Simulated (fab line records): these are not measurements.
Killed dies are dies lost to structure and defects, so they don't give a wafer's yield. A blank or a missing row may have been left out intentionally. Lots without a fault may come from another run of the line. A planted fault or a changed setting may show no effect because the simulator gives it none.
A sampling plan put to the test -- flow gf180mcu -- each of the 10 faults these records tell of, on one fab line, judged from the records of the lots it struck
Plan = the line's own looks (route steps where a gauge or an inspection reads the wafer without altering it). A look is open to judgement when struck wafers have a number at it and the file gives its usual mean and standard deviation on fault-free wafers. Caught: at a look after the fault's first step, the mean of the struck wafers lies 4 or more of those standard deviations (sigma) from the usual mean. On the tool: here the same test is run on the tool's own readings at the fault's steps. It also counts as caught if the struck wafers ran another recipe or if their record alone is blank.

== THE FAULTS, as the simulator had put them in ==
1. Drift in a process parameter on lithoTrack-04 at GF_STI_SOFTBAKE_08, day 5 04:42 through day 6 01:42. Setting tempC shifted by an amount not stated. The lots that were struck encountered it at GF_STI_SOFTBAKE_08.
2. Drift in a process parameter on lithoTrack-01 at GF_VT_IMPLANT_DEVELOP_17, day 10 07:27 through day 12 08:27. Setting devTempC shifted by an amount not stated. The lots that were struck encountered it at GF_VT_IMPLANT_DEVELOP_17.
3. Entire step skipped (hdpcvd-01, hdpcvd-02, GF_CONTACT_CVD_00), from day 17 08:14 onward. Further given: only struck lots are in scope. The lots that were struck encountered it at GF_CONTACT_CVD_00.
4. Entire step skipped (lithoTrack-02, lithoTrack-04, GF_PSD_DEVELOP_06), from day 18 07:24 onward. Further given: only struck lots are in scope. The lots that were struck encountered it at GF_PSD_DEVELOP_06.
5. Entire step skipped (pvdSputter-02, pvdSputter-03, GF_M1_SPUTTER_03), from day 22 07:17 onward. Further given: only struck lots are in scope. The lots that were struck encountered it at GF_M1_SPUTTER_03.
6. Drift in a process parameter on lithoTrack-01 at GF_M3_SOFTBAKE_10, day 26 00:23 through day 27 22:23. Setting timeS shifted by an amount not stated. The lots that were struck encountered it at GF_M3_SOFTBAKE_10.
7. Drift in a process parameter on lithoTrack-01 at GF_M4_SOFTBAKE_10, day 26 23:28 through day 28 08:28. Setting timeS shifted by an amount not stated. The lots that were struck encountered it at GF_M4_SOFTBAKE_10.
8. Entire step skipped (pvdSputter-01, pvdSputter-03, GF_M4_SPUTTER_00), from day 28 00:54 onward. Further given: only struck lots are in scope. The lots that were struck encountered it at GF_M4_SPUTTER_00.
9. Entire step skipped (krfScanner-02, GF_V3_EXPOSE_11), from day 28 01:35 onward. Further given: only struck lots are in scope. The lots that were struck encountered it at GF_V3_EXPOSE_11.
10. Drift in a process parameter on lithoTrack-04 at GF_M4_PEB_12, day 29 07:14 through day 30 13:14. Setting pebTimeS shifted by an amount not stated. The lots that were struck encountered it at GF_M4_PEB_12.

== WHAT THE PLAN SAW ==
fault,on the tool itself,first look that catches it,"reading, sigma",median hours from its first step to that look,hours from the fault's start to the first struck lot there,judged looks passed uncaught
1,heaterPowerTotalW +54 sigma,GF_STI_CD_MEAS_12,cdNm -8.1,6.8,17,0
2,developerTempC -8.1 sigma,not the one look that can be judged after it,-,-,-,1
3,the tool's record is blank for the struck wafers,no look after it can be judged,-,-,-,0
4,the tool's record is blank for the struck wafers,not the one look that can be judged after it,-,-,-,1
5,the tool's record is blank for the struck wafers,no look after it can be judged,-,-,-,0
6,runLengthS +74 sigma,no look after it can be judged,-,-,-,0
7,runLengthS +22 sigma,no look after it can be judged,-,-,-,0
8,the tool's record is blank for the struck wafers,no look after it can be judged,-,-,-,0
9,no reading that can be judged,no look after it can be judged,-,-,-,0
10,heaterPowerTotalW +71 sigma,no look after it can be judged,-,-,-,0
A dash: the fault isn't caught, or these records don't give the number.

Caught at a look: 1 of 10. Caught on the tool: 9 of 10. By one or the other: 9 of 10.
Caught on the tool alone: faults 2, 3, 4, 5, 6, 7, 8, 10.
Caught by neither: fault 9.

== THINNER SAMPLING ==
Were the look that catches a fault to measure just every second or every third lot (counted by lot number), the first struck lot would, at worst, be measured this late:
fault,"struck lots at that look, in order of time",every lot,every second lot,every third lot
1,"L677, L678",17 h,21 h,may miss all 2
The hour figures run from when the fault began to the first measured lot among those it struck. Since the struck wafers were tested as one group against 4 sigma, a single lot by itself may lie under the limit. Other struck lots may not be in these records.

== THE LONGEST TIMED WAY FROM STEP TO LOOK ==
In fault 1, a median of 6.8 hours elapses between GF_STI_SOFTBAKE_08 and GF_STI_CD_MEAS_12. No look between them can be judged.
